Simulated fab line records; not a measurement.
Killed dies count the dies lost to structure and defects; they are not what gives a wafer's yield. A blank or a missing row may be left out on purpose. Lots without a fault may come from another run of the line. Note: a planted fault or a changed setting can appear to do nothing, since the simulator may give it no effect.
fab line records	flow gf180mcu
record lots=12	wafers=36	lastDay=34
route steps=602 shown V2@383 M3@411
lots untouched by any fault: they come from a run of this same line in which no faults occurred
startH: hours from the record's first day to the start of the lot's first wafer shown	waitH: how many hours have passed since the lot's step before this one	" identical to the entry in the row above	L1.1+2: one row covering several wafers at once	- no value present, or no start provided	* or withheld: withheld	< > ~ a bound
route shown NAME@n: names a module that has steps shown in the file, with the first one's number in the route	usual: mean/standard deviation taken from wafers without a fault	same: alike in all rows	chamber/n: place in a boat	sites: readings site by site	_std_site: standard deviation of those values	_edge_site: the outer-site mean with the inner-site mean subtracted	radiusMm: how far each site lies from the wafer's centre	mask NAME#n: copy n	behind: the last tool/chamber to shape the wafer	hold: cause of the lot's hold/its duration in hours/its outcome	device: the n, p or np transistor that did not switch	end of line: the route-end tests of the same wafers	a step with no rows: only its recipe	killed: the dies lost at the first sort to structure and to defects; this is not the yield of the wafer	map: a wafer's dies, marking killed ones x, the rest . and places with no die _
set.NAME: the run value of the setting; set.NAME@STEP: its run value at that earlier step	model.NAME: the simulator's own value behind a step, which no gauge read
steps of the route over a sample of lots; a table a step, a row a wafer
services: the hour from which a tool's chamber was out of use, counted from the record's first day as startH (under 0 if before that day), plus the number of hours and why
## steps
# step GF_V2_THK_MEAS_01
# recipe reads=SiO2_of_V2_CVD_00
# usual V2_CVD_00_THK=602/5.5
lot.wafer	tool	chamber	startH	waitH	V2_CVD_00_THK[nm]
L768.2	filmMetro-04	-	434.32	0.0	597
L768.3	"	-	"	"	595
L768.5	"	-	"	"	599
L769.1	filmMetro-04	-	440.50	0.0	602
L769.2	"	-	"	"	597
L769.5	"	-	"	"	604
L773.1	filmMetro-04	-	482.75	0.0	599
L773.3	"	-	"	"	593
L773.4	"	-	"	"	592
L775.2	filmMetro-01	-	502.92	0.0	601
L775.4	"	-	"	"	597
L775.6	"	-	"	"	608
L777.1	filmMetro-02	-	520.31	0.0	609
L777.4	"	-	"	"	604
L777.6	"	-	"	"	606
L778.1	filmMetro-01	-	530.75	0.0	613
L778.3	"	-	"	"	607
L778.4	"	-	"	"	607
L781.3	filmMetro-02	-	558.37	0.1	598
L781.5	"	-	"	"	598
L781.6	"	-	"	"	599
L783.4	filmMetro-01	-	570.84	0.0	606
L783.5	"	-	"	"	596
L783.6	"	-	"	"	598
L788.1	filmMetro-04	-	608.88	0.0	601
L788.3	"	-	"	"	600
L788.4	"	-	"	"	601
L789.3	filmMetro-01	-	611.06	0.1	603
L789.4	"	-	"	"	604
L789.5	"	-	"	"	594
L790.1	filmMetro-04	-	618.39	0.0	591
L790.2	"	-	"	"	590
L790.4	"	-	"	"	591
L791.1	filmMetro-04	-	628.39	0.0	598
L791.4	"	-	"	"	597
L791.6	"	-	"	"	595
# step GF_V2_OVL_MEAS_15
# usual V2_OVL=-3/5.5
lot.wafer	tool	chamber	startH	waitH	V2_OVL[nm]
L768.2	overlay-01	-	458.63	0.1	-2
L768.3	"	-	"	"	1
L768.5	"	-	"	"	4
L769.1	overlay-02	-	465.39	0.1	-5
L769.2	"	-	"	"	-5
L769.5	"	-	"	"	-4
L773.1	overlay-01	-	507.37	0.1	-7
L773.3	"	-	"	"	-6
L773.4	"	-	"	"	-4
L775.2	overlay-02	-	526.83	0.1	2
L775.4	"	-	"	"	13
L775.6	"	-	"	"	11
L777.1	overlay-02	-	544.12	0.1	2
L777.4	"	-	"	"	6
L777.6	"	-	"	"	10
L778.1	overlay-02	-	553.49	0.1	1
L778.3	"	-	"	"	-3
L778.4	"	-	"	"	0
L781.3	overlay-02	-	581.08	0.1	-8
L781.5	"	-	"	"	-6
L781.6	"	-	"	"	-9
L783.4	overlay-02	-	593.46	0.1	-8
L783.5	"	-	"	"	-12
L783.6	"	-	"	"	-12
L788.1	overlay-01	-	629.79	0.1	-7
L788.3	"	-	"	"	-6
L788.4	"	-	"	"	-2
L789.3	overlay-01	-	631.93	0.1	-10
L789.4	"	-	"	"	-2
L789.5	"	-	"	"	-6
L790.1	overlay-01	-	639.27	0.1	-6
L790.2	"	-	"	"	-8
L790.4	"	-	"	"	-6
L791.1	overlay-01	-	648.77	0.1	-5
L791.4	"	-	"	"	-4
L791.6	"	-	"	"	-2
# step GF_V2_SPUTTER_22
# recipe material=TiN	targetThkNm=10	chamberPressurePa=5	powerW=4000	timeS=40
# usual throttleValvePct=30.1/1.3
lot.wafer	tool	chamber	startH	waitH	throttleValvePct
L768.2	pvdSputter-02	-	459.41	0.0	31.1
L768.3	"	-	"	"	31.0
L768.5	"	-	"	"	30.8
L769.1	pvdSputter-02	-	466.19	0.0	31.0
L769.2	"	-	"	"	31.1
L769.5	"	-	"	"	31.3
L773.1	pvdSputter-01	-	508.13	0.0	28.5
L773.3	"	-	"	"	31.6
L773.4	"	-	"	"	29.0
L775.2	pvdSputter-02	-	527.58	0.0	30.4
L775.4	"	-	"	"	29.4
L775.6	"	-	"	"	30.9
L777.1	pvdSputter-03	-	544.88	0.0	31.0
L777.4	"	-	"	"	32.6
L777.6	"	-	"	"	29.9
L778.1	pvdSputter-02	-	554.25	0.0	31.3
L778.3	"	-	"	"	29.5
L778.4	"	-	"	"	30.7
L781.3	pvdSputter-01	-	581.84	0.0	28.3
L781.5	"	-	"	"	28.8
L781.6	"	-	"	"	28.5
L783.4	pvdSputter-02	-	594.20	0.0	29.5
L783.5	"	-	"	"	30.8
L783.6	"	-	"	"	30.6
L788.1	pvdSputter-02	-	630.55	0.0	31.4
L788.3	"	-	"	"	31.1
L788.4	"	-	"	"	30.8
L789.3	pvdSputter-01	-	632.68	0.0	28.3
L789.4	"	-	"	"	28.5
L789.5	"	-	"	"	28.4
L790.1	pvdSputter-01	-	640.06	0.0	28.9
L790.2	"	-	"	"	28.4
L790.4	"	-	"	"	31.2
L791.1	pvdSputter-02	-	649.56	0.0	31.3
L791.4	"	-	"	"	29.5
L791.6	"	-	"	"	31.2
# step GF_M3_SPUTTER_02
# recipe material=AlCu	targetThkNm=450	powerW=10600	timeS=23.9	chamberPressurePa=0.4
# usual throttleValvePct=30.4/0.93
lot.wafer	tool	chamber	startH	waitH	throttleValvePct
L768.2	pvdSputter-03	-	460.17	0.0	31.0
L768.3	"	-	"	"	29.2
L768.5	"	-	"	"	30.7
L769.1	pvdSputter-03	-	466.95	0.0	32.4
L769.2	"	-	"	"	30.9
L769.5	"	-	"	"	30.0
L773.1	pvdSputter-02	-	508.89	0.0	30.5
L773.3	"	-	"	"	31.1
L773.4	"	-	"	"	29.4
L775.2	pvdSputter-02	-	528.34	0.0	29.4
L775.4	"	-	"	"	31.2
L775.6	"	-	"	"	29.6
L777.1	pvdSputter-02	-	545.64	0.0	31.0
L777.4	"	-	"	"	29.3
L777.6	"	-	"	"	31.2
L778.1	pvdSputter-04	-	555.01	0.0	31.2
L778.3	"	-	"	"	29.2
L778.4	"	-	"	"	30.1
L781.3	pvdSputter-04	-	582.60	0.0	29.3
L781.5	"	-	"	"	29.1
L781.6	"	-	"	"	29.3
L783.4	pvdSputter-04	-	594.96	0.0	29.2
L783.5	"	-	"	"	31.2
L783.6	"	-	"	"	30.4
L788.1	pvdSputter-02	-	631.31	0.0	31.4
L788.3	"	-	"	"	31.0
L788.4	"	-	"	"	30.7
L789.3	pvdSputter-04	-	633.44	0.0	29.5
L789.4	"	-	"	"	30.7
L789.5	"	-	"	"	31.6
L790.1	pvdSputter-02	-	641.01	0.0	30.8
L790.2	"	-	"	"	31.3
L790.4	"	-	"	"	31.1
L791.1	pvdSputter-04	-	650.32	0.0	30.2
L791.4	"	-	"	"	29.4
L791.6	"	-	"	"	29.3
# step GF_M3_RS_MEAS_05
# recipe thkMeasGauge=four-point-probe	reads=TiN_of_M3_SPUTTER_04+Ti_of_M3_SPUTTER_03+AlCu_of_M3_SPUTTER_02+TiN_of_M3_SPUTTER_01+Ti_of_M3_SPUTTER_00
# usual M3_ALCU_RS=0.0696/0.00081
lot.wafer	tool	chamber	startH	waitH	M3_ALCU_RS[ohm/sq]
L768.2	filmMetro-01	-	460.28	0.0	0.0704
L768.3	"	-	"	"	0.0702
L768.5	"	-	"	"	0.0703
L769.1	filmMetro-03	-	467.04	0.0	0.0705
L769.2	"	-	"	"	0.0694
L769.5	"	-	"	"	0.0695
L773.1	filmMetro-04	-	508.98	0.0	0.0702
L773.3	"	-	"	"	0.0698
L773.4	"	-	"	"	0.0693
L775.2	filmMetro-04	-	528.52	0.1	0.0791
L775.4	"	-	"	"	0.0686
L775.6	"	-	"	"	0.0797
L777.1	filmMetro-04	-	545.73	0.0	0.0702
L777.4	"	-	"	"	0.0801
L777.6	"	-	"	"	0.0697
L778.1	filmMetro-03	-	555.10	0.0	0.0693
L778.3	"	-	"	"	0.0686
L778.4	"	-	"	"	0.0685
L781.3	filmMetro-03	-	582.73	0.1	0.0690
L781.5	"	-	"	"	0.0701
L781.6	"	-	"	"	0.0696
L783.4	filmMetro-04	-	595.11	0.1	0.0697
L783.5	"	-	"	"	0.0704
L783.6	"	-	"	"	0.0705
L788.1	filmMetro-01	-	631.40	0.0	0.0698
L788.3	"	-	"	"	0.0696
L788.4	"	-	"	"	0.0706
L789.3	filmMetro-03	-	633.57	0.1	0.0692
L789.4	"	-	"	"	0.0695
L789.5	"	-	"	"	0.0697
L790.1	filmMetro-01	-	641.10	0.0	0.0689
L790.2	"	-	"	"	0.0682
L790.4	"	-	"	"	0.0695
L791.1	filmMetro-01	-	650.41	0.0	0.0696
L791.4	"	-	"	"	0.0692
L791.6	"	-	"	"	0.0691
# step GF_M3_THK_MEAS_06
# recipe thkMeasGauge=xrf	reads=AlCu_of_M3_SPUTTER_02
# usual M3_ALCU_THK=446/5.3
lot.wafer	tool	chamber	startH	waitH	M3_ALCU_THK[nm]
L768.2	filmMetro-01	-	460.39	0.1	442
L768.3	"	-	"	"	443
L768.5	"	-	"	"	439
L769.1	filmMetro-03	-	467.16	0.1	440
L769.2	"	-	"	"	446
L769.5	"	-	"	"	447
L773.1	filmMetro-04	-	509.10	0.1	442
L773.3	"	-	"	"	443
L773.4	"	-	"	"	447
L775.2	filmMetro-04	-	528.63	0.1	399
L775.4	"	-	"	"	453
L775.6	"	-	"	"	395
L777.1	filmMetro-04	-	545.85	0.1	438
L777.4	"	-	"	"	395
L777.6	"	-	"	"	443
L778.1	filmMetro-03	-	555.22	0.1	448
L778.3	"	-	"	"	451
L778.4	"	-	"	"	452
L781.3	filmMetro-03	-	582.83	0.1	451
L781.5	"	-	"	"	447
L781.6	"	-	"	"	446
L783.4	filmMetro-04	-	595.20	0.1	449
L783.5	"	-	"	"	443
L783.6	"	-	"	"	440
L788.1	filmMetro-01	-	631.52	0.1	446
L788.3	"	-	"	"	447
L788.4	"	-	"	"	440
L789.3	filmMetro-03	-	633.67	0.1	446
L789.4	"	-	"	"	447
L789.5	"	-	"	"	444
L790.1	filmMetro-01	-	641.22	0.1	450
L790.2	"	-	"	"	454
L790.4	"	-	"	"	447
L791.1	filmMetro-01	-	650.53	0.1	447
L791.4	"	-	"	"	452
L791.6	"	-	"	"	454
## services
tool	chamber	startH	hours	kind
pvdSputter-03	-	442.34	5.4	repair
pvdSputter-04	-	480.66	2.1	repair
pvdSputter-04	-	483.31	7.4	repair
pvdSputter-04	0	497.70	-	consumableReplace:kit
pvdSputter-04	0	497.70	18.0	scheduledDown
pvdSputter-04	0	497.70	18.0	ventCycle
pvdSputter-04	-	517.86	4.6	repair
pvdSputter-03	2	521.62	-	consumableReplace:kit
pvdSputter-03	2	521.62	18.0	scheduledDown
pvdSputter-03	2	521.62	18.0	ventCycle
pvdSputter-04	-	525.73	5.1	repair
pvdSputter-02	2	535.16	-	consumableReplace:kit
pvdSputter-02	2	535.16	18.0	scheduledDown
pvdSputter-02	2	535.16	18.0	ventCycle
pvdSputter-03	-	566.69	96.2	repair
pvdSputter-03	-	597.03	4.3	repair
pvdSputter-02	1	627.88	-	consumableReplace:kit
## key
firstSign step=GF_M3_RS_MEAS_05	reading=M3_ALCU_RS	direction=up	sigmas=12	usual=0.0696	struck=0.0796
effect step=GF_M3_THK_MEAS_06	reading=M3_ALCU_THK	direction=down	sigmas=9.4	usual=446	struck=397
metAt GF_M3_SPUTTER_02
struckLots L775,L777
struckWafers L775.2,L775.6,L777.4
notActingAt GF_V2_THK_MEAS_01,GF_V2_OVL_MEAS_15,GF_V2_SPUTTER_22
onsetBetween 508.89 528.34
fault kind=siteProfileDrift	tool=pvdSputter-02	chamber=-	onsetH=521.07	steps=GF_M3_SPUTTER_02	basis=fraction	maxAbsDrift=0.25117	slopeSharePerHr=55.816	sitePattern=0,0,0,0,0,-1,-1,-1,-1	scope=struckWafersOnly
